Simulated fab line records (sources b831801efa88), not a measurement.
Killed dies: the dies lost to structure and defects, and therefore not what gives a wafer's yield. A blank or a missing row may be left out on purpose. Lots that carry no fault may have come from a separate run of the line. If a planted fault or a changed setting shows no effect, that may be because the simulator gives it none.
fab line records + flow sky130
[record]
- lots = 6
- wafers = 18
- last_day = 48
route steps=708 shown GATE_OXIDE@192 POLY_GATE@204 RES_PROTECT@206 PAD_OPEN@708
lots that met no fault: from a run of the same line without faults
start_h: hours from the record's opening day to when the first of the lot's shown wafers began + wait_h: how many hours have passed since the lot's step before this one + " repeats the value in the row above + L1.1+2: one row covering several wafers at once + - either no value or no given start + * or withheld: withheld + < > ~ a bound
route shown NAME@n: NAME is a module with steps in the file, n the number in the route of the first one + usual: mean/standard deviation taken from wafers without a fault + same: alike in all rows + chamber/n: place in a boat + sites: each site's reading + _std_site: how widely they spread, as a standard deviation + _edge_site: inner sites' mean taken away from outer sites' mean + radius_mm: how far each site lies from the wafer's centre + mask NAME#n: copy n + behind: the tool/chamber that last shaped the wafer + hold: what put the lot on hold/how long, in hours/how the hold closed + device: the n, p or np transistor that did not switch + end of line: tests run on the same wafers once the route is complete + a step without rows: its recipe alone + killed: dies that structure and defects cost at the first sort, which is not the same as the wafer's yield + map: the dies of a wafer, with x for killed, . for not killed, _ for no die there
set.NAME: the run value of the setting; set.NAME@STEP: its run value at that earlier step + model.NAME: the simulator's own value behind a step, which no gauge read
lots at some steps of the route; a table a step, a row a wafer
services: from which hour (start_h, from the record's first day; less than 0 if before it) a tool's chamber was out of use, for how many hours, and why
[[steps]]
[step SKY_GATE_OXIDE_COAT_05]
[recipe]
- resist = NOVOLAK
- spin_rpm = 3000
- resist_thk_nm = 1140
[step SKY_GATE_OXIDE_SOFTBAKE_06]
[recipe]
- temp_c = 90
- time_s = 60
- resist = NOVOLAK
[step SKY_GATE_OXIDE_EXPOSE_07]
[recipe]
- mask_id = LVOM
- na = 0.6
- source_shape = conventional
- sigma_outer = 0.6
- polarization = unpolarized
- target_cd_nm = 600
- dose_mj = 170
[step SKY_GATE_OXIDE_PEB_08]
[recipe]
- temp_c = withheld
- time_s = *
- resist = NOVOLAK
[step SKY_GATE_OXIDE_DEVELOP_09]
[recipe]
- resist = NOVOLAK
- developer = TMAH
- develop_time_s = 60
- dev_temp_c = 23
[step SKY_GATE_OXIDE_OVL_MEAS_10]
[usual]
- GATE_OXIDE_OVL = -0.5/1.3
| lot.wafer | tool       | chamber | start_h | wait_h | GATE_OXIDE_OVL[nm] |
|-----------|------------|---------|---------|--------|--------------------|
| L596.1    | overlay-01 | -       | 311.28  | 0.1    | -1.1               |
| L596.4    | "          | -       | "       | "      | 0.4                |
| L596.6    | "          | -       | "       | "      | 0.2                |
| L598.4    | overlay-01 | -       | 330.61  | 0.1    | -0.5               |
| L598.5    | "          | -       | "       | "      | 0.8                |
| L598.6    | "          | -       | "       | "      | 2.1                |
| L601.1    | overlay-01 | -       | 353.39  | 0.1    | 0.6                |
| L601.5    | "          | -       | "       | "      | -1.0               |
| L601.6    | "          | -       | "       | "      | 0.6                |
| L604.3    | overlay-02 | -       | 372.59  | 0.1    | -0.7               |
| L604.5    | "          | -       | "       | "      | -0.8               |
| L604.6    | "          | -       | "       | "      | -1.7               |
| L609.2    | overlay-01 | -       | 423.69  | 0.1    | -2.4               |
| L609.3    | "          | -       | "       | "      | -1.0               |
| L609.5    | "          | -       | "       | "      | -1.0               |
| L610.1    | overlay-02 | -       | 427.52  | 0.1    | -1.2               |
| L610.3    | "          | -       | "       | "      | -0.4               |
| L610.5    | "          | -       | "       | "      | -1.3               |
[step SKY_GATE_OXIDE_IMPLANT_11]
[recipe]
- species = B
- energy_kev = 10
- dose_cm2 = 2.6e+12
- tilt_deg = withheld
[step SKY_GATE_OXIDE_WET_ETCH_12]
[recipe]
- chemistry = dHF
- target_depth_nm = 16.8
- dry = n2_spin
- target = SiO2
- dilution = 100:1
- temp_c = 25
- time_s = 336
[step SKY_GATE_OXIDE_STRIP_13]
[recipe]
- chemistry = O2/N2
- power_w = 1400
- pressure_mtorr = 1500
- platen_temp_c = withheld
- o2_flow_sccm = 3000
- n2_flow_sccm = 300
- overash_fraction = 0.5
[usual]
- drypump_motor_current_A = 5.68/0.18
- oes_product_au = 0.716/0.0043
- strip_time_to_endpoint_s = 14.18/0.048
| lot.wafer | tool            | chamber | start_h | wait_h | drypump_motor_current_A | oes_product_au | rf_hours_counter_h | strip_time_to_endpoint_s |
|-----------|-----------------|---------|---------|--------|-------------------------|----------------|--------------------|--------------------------|
| L596.1    | plasma_asher-02 | 0       | 311.57  | 0.0    | 5.66                    | 0.712          | 20                 | 14.14                    |
| L596.4    | "               | 1       | "       | "      | 5.62                    | 0.711          | -                  | 14.10                    |
| L596.6    | "               | 1       | "       | "      | 5.65                    | 0.723          | -                  | 14.12                    |
| L598.4    | plasma_asher-02 | 1       | 330.91  | 0.0    | 5.61                    | 0.715          | -                  | 14.19                    |
| L598.5    | "               | 0       | "       | "      | 5.67                    | 0.715          | -                  | 14.20                    |
| L598.6    | "               | 1       | "       | "      | 5.62                    | 0.716          | -                  | 14.22                    |
| L601.1    | plasma_asher-03 | 1       | 353.68  | 0.0    | 5.93                    | 0.718          | 67                 | 14.13                    |
| L601.5    | "               | 0       | "       | "      | 5.53                    | 0.711          | -                  | 14.12                    |
| L601.6    | "               | 1       | "       | "      | 5.93                    | 0.713          | -                  | 14.16                    |
| L604.3    | plasma_asher-01 | 0       | 372.91  | 0.0    | 5.92                    | 0.719          | -                  | 14.25                    |
| L604.5    | "               | 0       | "       | "      | 5.96                    | 0.715          | -                  | 14.21                    |
| L604.6    | "               | 1       | "       | "      | 5.48                    | 0.715          | -                  | 14.25                    |
| L609.2    | plasma_asher-02 | 1       | 423.97  | 0.0    | 5.60                    | 0.721          | 30                 | 14.19                    |
| L609.3    | "               | 0       | "       | "      | 5.66                    | 0.715          | -                  | 14.24                    |
| L609.5    | "               | 1       | "       | "      | 5.59                    | 0.709          | -                  | 14.23                    |
| L610.1    | plasma_asher-01 | 0       | 427.80  | 0.0    | 5.94                    | 0.711          | 72                 | 14.21                    |
| L610.3    | "               | 0       | "       | "      | 5.96                    | 0.711          | -                  | 14.21                    |
| L610.5    | "               | 0       | "       | "      | 5.94                    | 0.715          | -                  | 14.14                    |
[step SKY_GATE_OXIDE_TW_MEAS_14]
[usual]
- GATE_OXIDE_TW = 224/4.2
| lot.wafer | tool          | chamber | start_h | wait_h | GATE_OXIDE_TW |
|-----------|---------------|---------|---------|--------|---------------|
| L596.1    | film_metro-01 | -       | 311.67  | 0.1    | 221           |
| L596.4    | "             | -       | "       | "      | 222           |
| L596.6    | "             | -       | "       | "      | 221           |
| L598.4    | film_metro-01 | -       | 331.01  | 0.1    | 221           |
| L598.5    | "             | -       | "       | "      | 222           |
| L598.6    | "             | -       | "       | "      | 221           |
| L601.1    | film_metro-04 | -       | 353.78  | 0.1    | 227           |
| L601.5    | "             | -       | "       | "      | 227           |
| L601.6    | "             | -       | "       | "      | 228           |
| L604.3    | film_metro-04 | -       | 373.00  | 0.1    | 229           |
| L604.5    | "             | -       | "       | "      | 231           |
| L604.6    | "             | -       | "       | "      | 230           |
| L609.2    | film_metro-01 | -       | 424.08  | 0.1    | 219           |
| L609.3    | "             | -       | "       | "      | 219           |
| L609.5    | "             | -       | "       | "      | 219           |
| L610.1    | film_metro-01 | -       | 427.90  | 0.1    | 220           |
| L610.3    | "             | -       | "       | "      | 219           |
| L610.5    | "             | -       | "       | "      | 219           |
[step SKY_GATE_OXIDE_CLEAN_15]
[recipe]
- chemistry = SC1/SC2
- mix = 1:4:20
- temp_c = 70
- time_s = 150
- dry = n2_spin
[step SKY_GATE_OXIDE_OXIDATION_16]
[recipe]
- temp_c = 800
- ambient = O2
- idle_temp_c = 700
- ramp_up_c_per_min = 10
- ramp_down_c_per_min = 3
- stabilise_s = 600
- purge_s = 300
- target_thk_a = 35.7
- ox_time_s = 1915
[step SKY_POLY_GATE_CVD_00]
[recipe]
- material = poly-Si
- target_thk_nm = 180
- temp_c = 620
- time_s = 720
- pressure_mtorr = 200
[usual]
- spike_tc_bottom_C = 639/3.7
- spike_tc_lower_C = 620.6/1.1
| lot.wafer | tool     | chamber | start_h | wait_h | spike_tc_bottom_C | spike_tc_lower_C | model.poly-Si_of_POLY_GATE_CVD_00.thk_nm |
|-----------|----------|---------|---------|--------|-------------------|------------------|------------------------------------------|
| L596.1    | lpcvd-01 | 1       | 313.73  | 0.0    | 636               | 620.7            | 177.5                                    |
| L596.4    | "        | 1       | "       | "      | 635               | 619.7            | 177.7                                    |
| L596.6    | "        | 1       | "       | "      | 637               | 620.9            | 178.8                                    |
| L598.4    | lpcvd-01 | 1       | 332.62  | 0.0    | 636               | 617.7            | 179.4                                    |
| L598.5    | "        | 1       | "       | "      | 637               | 618.9            | 179.5                                    |
| L598.6    | "        | 1       | "       | "      | 634               | 619.6            | 179.3                                    |
| L601.1    | lpcvd-01 | 1       | 355.67  | 0.0    | 634               | 621.1            | 176                                      |
| L601.5    | "        | 1       | "       | "      | 637               | 621.7            | 175.7                                    |
| L601.6    | "        | 1       | "       | "      | 637               | 620.1            | 174.3                                    |
| L604.3    | lpcvd-01 | 1       | 374.62  | 0.0    | 636               | 622.1            | 182.6                                    |
| L604.5    | "        | 1       | "       | "      | 636               | 620.6            | 184.4                                    |
| L604.6    | "        | 1       | "       | "      | 636               | 621.5            | 182.4                                    |
| L609.2    | lpcvd-01 | 0       | 426.89  | 0.0    | 644               | 621.2            | 188.6                                    |
| L609.3    | "        | 0       | "       | "      | 644               | 622.1            | 187.3                                    |
| L609.5    | "        | 0       | "       | "      | 644               | 620.6            | 189.3                                    |
| L610.1    | lpcvd-01 | 0       | 429.93  | 0.0    | 644               | 622.5            | 187                                      |
| L610.3    | "        | 0       | "       | "      | 643               | 623.0            | 187.9                                    |
| L610.5    | "        | 0       | "       | "      | 643               | 620.2            | 187.3                                    |
[step SKY_POLY_GATE_THK_MEAS_01]
[recipe]
- reads = poly-Si_of_POLY_GATE_CVD_00
[usual]
- POLY_GATE_CVD_00_THK = 180.4/1.8
| lot.wafer | tool          | chamber | start_h | wait_h | POLY_GATE_CVD_00_THK[nm] |
|-----------|---------------|---------|---------|--------|--------------------------|
| L596.1    | film_metro-02 | -       | 314.93  | 0.0    | 177.6                    |
| L596.4    | "             | -       | "       | "      | 177.7                    |
| L596.6    | "             | -       | "       | "      | 178.8                    |
| L598.4    | film_metro-03 | -       | 333.85  | 0.0    | 179.6                    |
| L598.5    | "             | -       | "       | "      | 179.5                    |
| L598.6    | "             | -       | "       | "      | 179.3                    |
| L601.1    | film_metro-02 | -       | 357.47  | 0.0    | 176.0                    |
| L601.5    | "             | -       | "       | "      | 175.7                    |
| L601.6    | "             | -       | "       | "      | 174.5                    |
| L604.3    | film_metro-01 | -       | 375.84  | 0.0    | 182.4                    |
| L604.5    | "             | -       | "       | "      | 184.2                    |
| L604.6    | "             | -       | "       | "      | 182.6                    |
| L609.2    | film_metro-03 | -       | 428.10  | 0.0    | 188.5                    |
| L609.3    | "             | -       | "       | "      | 187.1                    |
| L609.5    | "             | -       | "       | "      | 189.3                    |
| L610.1    | film_metro-03 | -       | 431.13  | 0.0    | 187.1                    |
| L610.3    | "             | -       | "       | "      | 187.9                    |
| L610.5    | "             | -       | "       | "      | 187.2                    |
[step SKY_RES_PROTECT_DEHYDRATE_00]
[recipe]
- temp_c = 200
- time_s = 60
[step SKY_RES_PROTECT_HMDS_01]
[recipe]
- prime_time_s = 60
- prime_temp_c = 120
[step SKY_RES_PROTECT_COAT_02]
[recipe]
- resist = NOVOLAK
- spin_rpm = 3000
- resist_thk_nm = 1140
[step SKY_RES_PROTECT_SOFTBAKE_03]
[recipe]
- temp_c = 90
- time_s = 60
- resist = NOVOLAK
[step SKY_RES_PROTECT_EXPOSE_04]
[recipe]
- mask_id = RPM
- na = 0.6
- source_shape = conventional
- sigma_outer = 0.6
- polarization = unpolarized
- target_cd_nm = 1270
- dose_mj = 131
[step SKY_RES_PROTECT_PEB_05]
[recipe]
- temp_c = withheld
- time_s = *
- resist = NOVOLAK
[step SKY_RES_PROTECT_DEVELOP_06]
[recipe]
- resist = NOVOLAK
- developer = TMAH
- develop_time_s = 60
- dev_temp_c = 23
[step SKY_POLY_GATE_IMPLANT_02]
[recipe]
- species = P
- energy_kev = 30
- dose_cm2 = 7.7e+15
- tilt_deg = 0
[step SKY_RES_PROTECT_STRIP_07]
[recipe]
- chemistry = O2/N2
- power_w = 1400
- pressure_mtorr = 1500
- platen_temp_c = withheld
- o2_flow_sccm = 3000
- n2_flow_sccm = 300
- overash_fraction = 0.5
[usual]
- drypump_motor_current_A = 5.5/0.34
- oes_product_au = 0.518/0.0049
- strip_time_to_endpoint_s = 23.30/0.039
| lot.wafer | tool            | chamber | start_h | wait_h | drypump_motor_current_A | oes_product_au | rf_hours_counter_h | strip_time_to_endpoint_s |
|-----------|-----------------|---------|---------|--------|-------------------------|----------------|--------------------|--------------------------|
| L596.1    | plasma_asher-04 | 0       | 341.68  | 0.1    | 5.4                     | 0.524          | 55                 | 23.30                    |
| L596.4    | "               | 1       | "       | "      | 4.8                     | 0.505          | -                  | 23.29                    |
| L596.6    | "               | 1       | "       | "      | 4.8                     | 0.518          | -                  | 23.31                    |
| L598.4    | plasma_asher-02 | 0       | 361.32  | 0.1    | 5.7                     | 0.519          | -                  | 23.32                    |
| L598.5    | "               | 1       | "       | "      | 5.6                     | 0.509          | -                  | 23.30                    |
| L598.6    | "               | 0       | "       | "      | 5.7                     | 0.522          | -                  | 23.28                    |
| L601.1    | plasma_asher-04 | 0       | 385.74  | 0.1    | 5.4                     | 0.517          | 59                 | 23.28                    |
| L601.5    | "               | 1       | "       | "      | 4.9                     | 0.518          | -                  | 23.31                    |
| L601.6    | "               | 0       | "       | "      | 5.4                     | 0.525          | -                  | 23.25                    |
| L604.3    | plasma_asher-04 | 0       | 404.57  | 0.1    | 5.4                     | 0.510          | -                  | 23.38                    |
| L604.5    | "               | 0       | "       | "      | 5.4                     | 0.528          | -                  | 23.38                    |
| L604.6    | "               | 1       | "       | "      | 4.9                     | 0.519          | -                  | 23.33                    |
| L609.2    | plasma_asher-01 | 0       | 459.59  | 0.1    | 6.0                     | 0.519          | 76                 | 23.30                    |
| L609.3    | "               | 0       | "       | "      | 6.0                     | 0.514          | -                  | 23.28                    |
| L609.5    | "               | 1       | "       | "      | 5.5                     | 0.519          | -                  | 23.34                    |
| L610.1    | plasma_asher-02 | 1       | 461.58  | 0.1    | 5.6                     | 0.512          | 34                 | 23.32                    |
| L610.3    | "               | 0       | "       | "      | 5.7                     | 0.518          | -                  | 23.32                    |
| L610.5    | "               | 1       | "       | "      | 5.6                     | 0.517          | -                  | 23.32                    |
[step SKY_RES_PROTECT_TW_MEAS_08]
[usual]
- POLY_GATE_TW = 4036/64
| lot.wafer | tool          | chamber | start_h | wait_h | POLY_GATE_TW |
|-----------|---------------|---------|---------|--------|--------------|
| L596.1    | film_metro-03 | -       | 341.78  | 0.1    | 4020         |
| L596.4    | "             | -       | "       | "      | 4022         |
| L596.6    | "             | -       | "       | "      | 4022         |
| L598.4    | film_metro-03 | -       | 361.42  | 0.1    | 4074         |
| L598.5    | "             | -       | "       | "      | 4035         |
| L598.6    | "             | -       | "       | "      | 4045         |
| L601.1    | film_metro-03 | -       | 385.84  | 0.1    | 4039         |
| L601.5    | "             | -       | "       | "      | 4032         |
| L601.6    | "             | -       | "       | "      | 4022         |
| L604.3    | film_metro-01 | -       | 404.66  | 0.1    | 3972         |
| L604.5    | "             | -       | "       | "      | 3958         |
| L604.6    | "             | -       | "       | "      | 3958         |
| L609.2    | film_metro-01 | -       | 459.70  | 0.1    | 3972         |
| L609.3    | "             | -       | "       | "      | 3971         |
| L609.5    | "             | -       | "       | "      | 3958         |
| L610.1    | film_metro-01 | -       | 461.68  | 0.1    | 3951         |
| L610.3    | "             | -       | "       | "      | 3965         |
| L610.5    | "             | -       | "       | "      | 3951         |
[step SKY_RES_PROTECT_CLEAN_09]
[recipe]
- chemistry = SC1/SC2
- mix = 1:4:20
- temp_c = 70
- time_s = 150
- dry = n2_spin
[usual]
- bath_guard_temp_C = 69.8/0.63
| lot.wafer | tool         | chamber | start_h | wait_h | bath_guard_temp_C | model.poly-Si_of_POLY_GATE_CVD_00.thk_nm |
|-----------|--------------|---------|---------|--------|-------------------|------------------------------------------|
| L596.1    | wet_bench-02 | 0       | 341.84  | 0.1    | 70.0              | 176.9                                    |
| L596.4    | "            | 0       | "       | "      | 69.7              | 177                                      |
| L596.6    | "            | 0       | "       | "      | 70.0              | 178.2                                    |
| L598.4    | wet_bench-04 | 1       | 361.45  | 0.0    | 70.5              | 178.7                                    |
| L598.5    | "            | 1       | "       | "      | 70.3              | 178.9                                    |
| L598.6    | "            | 1       | "       | "      | 70.4              | 178.7                                    |
| L601.1    | wet_bench-01 | 3       | 385.90  | 0.1    | 69.8              | 175.3                                    |
| L601.5    | "            | 3       | "       | "      | 69.3              | 175.1                                    |
| L601.6    | "            | 3       | "       | "      | 69.5              | 173.6                                    |
| L604.3    | wet_bench-01 | 3       | 404.70  | 0.0    | 69.5              | 182                                      |
| L604.5    | "            | 3       | "       | "      | 69.6              | 183.8                                    |
| L604.6    | "            | 3       | "       | "      | 69.3              | 181.8                                    |
| L609.2    | wet_bench-01 | 0       | 459.75  | 0.0    | 70.4              | 187.9                                    |
| L609.3    | "            | 0       | "       | "      | 70.1              | 186.6                                    |
| L609.5    | "            | 0       | "       | "      | 69.8              | 188.6                                    |
| L610.1    | wet_bench-01 | 2       | 461.74  | 0.1    | 70.2              | 186.3                                    |
| L610.3    | "            | 2       | "       | "      | 70.2              | 187.2                                    |
| L610.5    | "            | 2       | "       | "      | 70.5              | 186.6                                    |
[step SKY_POLY_GATE_CVD_03]
[recipe]
- material = Si3N4
- precursor = DCS/NH3
- target_thk_nm = 75
- temp_c = 770
- time_s = 1290
- pressure_mtorr = 250
[step SKY_PAD_OPEN_PROBE_99]
| lot.wafer | tool      | chamber | start_h | wait_h | model.etest.res_poly.rs_ohm_sq |
|-----------|-----------|---------|---------|--------|--------------------------------|
| L596.1    | prober-01 | -       | 1076.11 | 0.1    | 47.64                          |
| L596.4    | prober-01 | -       | 1076.26 | 0.2    | 48.42                          |
| L596.6    | prober-01 | -       | 1076.36 | 0.2    | 48.23                          |
| L598.4    | prober-01 | -       | 1086.81 | 0.2    | 48.68                          |
| L598.5    | prober-01 | -       | 1086.86 | 0.2    | 48.8                           |
| L598.6    | prober-01 | -       | 1086.91 | 0.2    | 48.61                          |
| L601.1    | prober-02 | -       | 1107.18 | 0.1    | 48.68                          |
| L601.5    | prober-02 | -       | 1107.38 | 0.2    | 48.04                          |
| L601.6    | prober-02 | -       | 1107.43 | 0.2    | 48.1                           |
| L604.3    | prober-01 | -       | 1122.11 | 0.2    | 47.05                          |
| L604.5    | prober-01 | -       | 1122.21 | 0.2    | 46.48                          |
| L604.6    | prober-01 | -       | 1122.26 | 0.2    | 47.23                          |
| L609.2    | prober-02 | -       | 1153.54 | 0.1    | 47.05                          |
| L609.3    | prober-02 | -       | 1153.59 | 0.2    | 46.78                          |
| L609.5    | prober-02 | -       | 1153.69 | 0.2    | 46.93                          |
| L610.1    | prober-01 | -       | 1154.10 | 0.1    | 48.71                          |
| L610.3    | prober-01 | -       | 1154.20 | 0.2    | 47.38                          |
| L610.5    | prober-01 | -       | 1154.30 | 0.2    | 47.59                          |
// killed by level:class
L596.1 VIA1:geometric_particle:open=19 LI_CONTACT:geometric_particle:open=9 VIA1:geometric_particle:short=8 VIA3:geometric_particle:open=7 FIELD_ISO:geometric_particle:open=6 METAL2:geometric_particle:short=6 POLY_GATE:geometric_particle:open=5 CONTACT:geometric_particle:open=5
L596.4 CONTACT:geometric_particle:open=14 VIA1:geometric_particle:open=14 METAL2:geometric_particle:short=7 VIA2:geometric_particle:open=7 POLY_GATE:geometric_particle:open=6 VIA3:geometric_particle:open=6 CONTACT:geometric_particle:short=5 FIELD_ISO:geometric_particle:short=4
L596.6 METAL1:geometric_particle:short=10 CONTACT:geometric_particle:open=8 LI_CONTACT:geometric_particle:open=7 FIELD_ISO:geometric_particle:open=6 VIA2:geometric_particle:open=6 VIA1:geometric_particle:open=6 VIA1:geometric_particle:short=6 POLY_GATE:geometric_particle:short=5
L598.4 CONTACT:geometric_particle:open=9 VIA1:geometric_particle:open=7 METAL2:geometric_particle:short=7 CONTACT:geometric_particle:short=6 VIA2:geometric_particle:open=6 VIA3:geometric_particle:open=4 POLY_GATE:geometric_particle:open=3 METAL1:geometric_particle:short=3
L598.5 CONTACT:geometric_particle:open=10 LI_CONTACT:geometric_particle:open=8 LOCAL_INTERCONNECT:geometric_particle:short=6 FIELD_ISO:geometric_particle:short=5 POLY_GATE:geometric_particle:short=5 POLY_CUT:geometric_particle:open=4 METAL2:geometric_particle:short=4 FIELD_ISO:geometric_particle:open=3
L598.6 CONTACT:geometric_particle:open=11 VIA1:geometric_particle:open=10 CONTACT:geometric_particle:short=9 METAL2:geometric_particle:short=8 LI_CONTACT:geometric_particle:open=6 VIA3:geometric_particle:open=6 VIA2:geometric_particle:short=5 VIA2:geometric_particle:open=5
L601.1 VIA1:geometric_particle:open=19 LI_CONTACT:geometric_particle:open=9 CONTACT:geometric_particle:open=7 VIA2:geometric_particle:short=7 VIA3:geometric_particle:open=7 FIELD_ISO:geometric_particle:open=6 METAL1:geometric_particle:short=6 VIA2:geometric_particle:open=6
L601.5 VIA1:geometric_particle:open=12 VIA2:geometric_particle:open=8 CONTACT:geometric_particle:open=7 LI_CONTACT:geometric_particle:open=6 VIA1:geometric_particle:short=6 VIA3:geometric_particle:short=6 FIELD_ISO:geometric_particle:short=5 POLY_GATE:geometric_particle:short=5
L601.6 VIA1:geometric_particle:open=12 CONTACT:geometric_particle:open=12 VIA2:geometric_particle:open=11 POLY_GATE:geometric_particle:short=7 VIA3:geometric_particle:open=7 POLY_GATE:geometric_particle:open=6 LI_CONTACT:geometric_particle:open=5 VIA2:geometric_particle:short=4
L604.3 CONTACT:geometric_particle:open=9 VIA1:geometric_particle:short=8 METAL1:geometric_particle:short=7 LI_CONTACT:geometric_particle:open=6 VIA1:geometric_particle:open=6 VIA3:geometric_particle:open=6 VIA3:geometric_particle:short=5 LI_CONTACT:geometric_particle:short=4
L604.5 CONTACT:geometric_particle:open=9 CONTACT:geometric_particle:short=9 VIA1:geometric_particle:open=9 VIA2:geometric_particle:open=6 METAL1:geometric_particle:short=5 VIA3:geometric_particle:open=5 FIELD_ISO:geometric_particle:open=4 POLY_GATE:geometric_particle:short=4
L604.6 CONTACT:geometric_particle:open=12 METAL2:geometric_particle:short=11 FIELD_ISO:geometric_particle:short=8 VIA3:geometric_particle:short=8 VIA3:geometric_particle:open=8 LI_CONTACT:geometric_particle:open=7 VIA1:geometric_particle:open=5 METAL1:geometric_particle:short=4
L610.1 LI_CONTACT:geometric_particle:short=7 LI_CONTACT:geometric_particle:open=7 CONTACT:geometric_particle:open=6 VIA1:geometric_particle:short=6 FIELD_ISO:geometric_particle:short=5 CONTACT:geometric_particle:short=5 VIA2:geometric_particle:open=5 VIA3:geometric_particle:open=5
L610.3 FIELD_ISO:geometric_particle:short=9 VIA1:geometric_particle:short=8 CONTACT:geometric_particle:open=7 METAL1:geometric_particle:short=7 VIA1:geometric_particle:open=7 LI_CONTACT:geometric_particle:open=6 LOCAL_INTERCONNECT:geometric_particle:short=6 VIA3:geometric_particle:open=6
L610.5 LOCAL_INTERCONNECT:geometric_particle:short=11 VIA1:geometric_particle:open=10 LI_CONTACT:geometric_particle:open=9 CONTACT:geometric_particle:open=8 METAL1:geometric_particle:short=7 POLY_GATE:geometric_particle:open=6 CONTACT:geometric_particle:short=6 VIA3:geometric_particle:open=6
[[services]]
| tool            | chamber | start_h | hours | kind       |
|-----------------|---------|---------|-------|------------|
| plasma_asher-01 | -       | 298.93  | 6.8   | repair     |
| plasma_asher-03 | -       | 313.40  | 1.9   | repair     |
| plasma_asher-01 | -       | 357.99  | 0.5   | repair     |
| plasma_asher-02 | -       | 376.84  | 2.1   | repair     |
| plasma_asher-01 | -       | 415.83  | 0.4   | repair     |
| plasma_asher-03 | -       | 421.25  | 9.0   | pm         |
| plasma_asher-03 | 0       | 421.25  | 9.0   | vent_cycle |
| plasma_asher-03 | 1       | 421.25  | 9.0   | vent_cycle |
| plasma_asher-03 | -       | 427.01  | 0.8   | repair     |
| plasma_asher-03 | 0       | 430.25  | -     | clean      |
| plasma_asher-03 | 1       | 430.25  | -     | clean      |
| plasma_asher-01 | -       | 431.53  | 0.6   | repair     |
| plasma_asher-03 | -       | 453.94  | 3.0   | repair     |
[[key]]
[first_sign]
- step = SKY_POLY_GATE_THK_MEAS_01
- reading = POLY_GATE_CVD_00_THK
- direction = up
- sigmas = 4.1
- usual = 180.4
- struck = 187.9
effect none on later readings
[model_effect]
- step = SKY_POLY_GATE_CVD_00
- value = poly-Si_of_POLY_GATE_CVD_00.thk_nm
- without = 181
- struck = 187.9
[model_effect]
- step = SKY_RES_PROTECT_CLEAN_09
- value = poly-Si_of_POLY_GATE_CVD_00.thk_nm
- without = 180.4
- struck = 187.2
[model_effect]
- step = SKY_PAD_OPEN_PROBE_99
- value = etest.res_poly.rs_ohm_sq
- without = 48.54
- struck = 47.4
met_at SKY_POLY_GATE_CVD_00
struck_wafers L609.2,L609.3,L609.5,L610.1,L610.3,L610.5
sort_left_out L609.2,L609.3,L609.5
tester_left_out L609,L610
onset_between 374.62 426.89
also_fits time
[fault]
- kind = process_parameter_drift
- tool = lpcvd-01
- chamber = -
- onset_h = 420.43
- steps = SKY_POLY_GATE_CVD_00
- channel = target_thk_nm
- offset = 6.8184
- shape = step
- end_h = 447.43
- stated = 180
// tester_left_out: of these lots the tester's yield and bins aren't shown, on N5 and GAA mostly nor the transistor test; their killed dies are dies lost to structure and defects alone, not to doping, threshold or leakage, so they don't give the yield
// sort_left_out: the simulated sort isn't trusted on such a fault, so these wafers' sort isn't shown, and their yield isn't known
